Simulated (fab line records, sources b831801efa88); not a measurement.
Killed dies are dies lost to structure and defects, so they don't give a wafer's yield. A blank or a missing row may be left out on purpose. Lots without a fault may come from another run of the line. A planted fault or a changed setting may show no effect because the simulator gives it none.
Chamber matching | flow sky130 | SKY_CONTACT_HDPCVD_02 on hdpcvd-02: 3 sister chambers
The step deposits SiO2, target thk 565 nm, time 94.2 s. 6 wafers are shown with their chamber, then 7 later ones without.

WAFERS WITH THEIR CHAMBER
wafer  | chamber | run_length_s (s)
L401.3 | 1       | 121.2
L413.4 | 2       | 122.2
L412.3 | 1       | 121.9
L412.5 | 2       | 122.6
L414.2 | 0       | 122.4
L414.4 | 0       | 122.0

WAFERS WITHOUT THEIR CHAMBER
wafer  | run_length_s (s)
L414.6 | 122.3
L419.2 | 122.5
L419.3 | 121.3
L419.5 | 121.6
L420.1 | 123.2
L420.3 | 121.3
L420.5 | 121.6

WHICH CHAMBER EACH WENT THROUGH
wafer  | from the rows above          | in truth
L414.6 | can't be placed: 0 or 2 or 1 | 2
L419.2 | can't be placed: 2 or 0      | 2
L419.3 | can't be placed: 1 or 0      | 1
L419.5 | can't be placed: 1 or 0      | 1
L420.1 | can't be placed: 2 or 0      | 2
L420.3 | can't be placed: 1 or 0      | 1
L420.5 | can't be placed: 1 or 0      | 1
Placed correctly: 0 of 7. Can't be placed from these rows: 7 (the true chamber is among the candidates in 7). Placed wrongly: 0.
How it was worked out, from the rows above alone: a wafer's distance from a chamber is the root of the sum, over the readings, of the square of ((its reading less the chamber's mean) divided by the reading's scatter). The wafer belongs to the nearest chamber; if the next one is less than 2 further off, it can't be placed. A chamber's mean is the mean of its shown wafers. The scatter: the root of (the sum of the squares of (reading less its chamber's mean) over the shown wafers, divided by (wafers less chambers)).
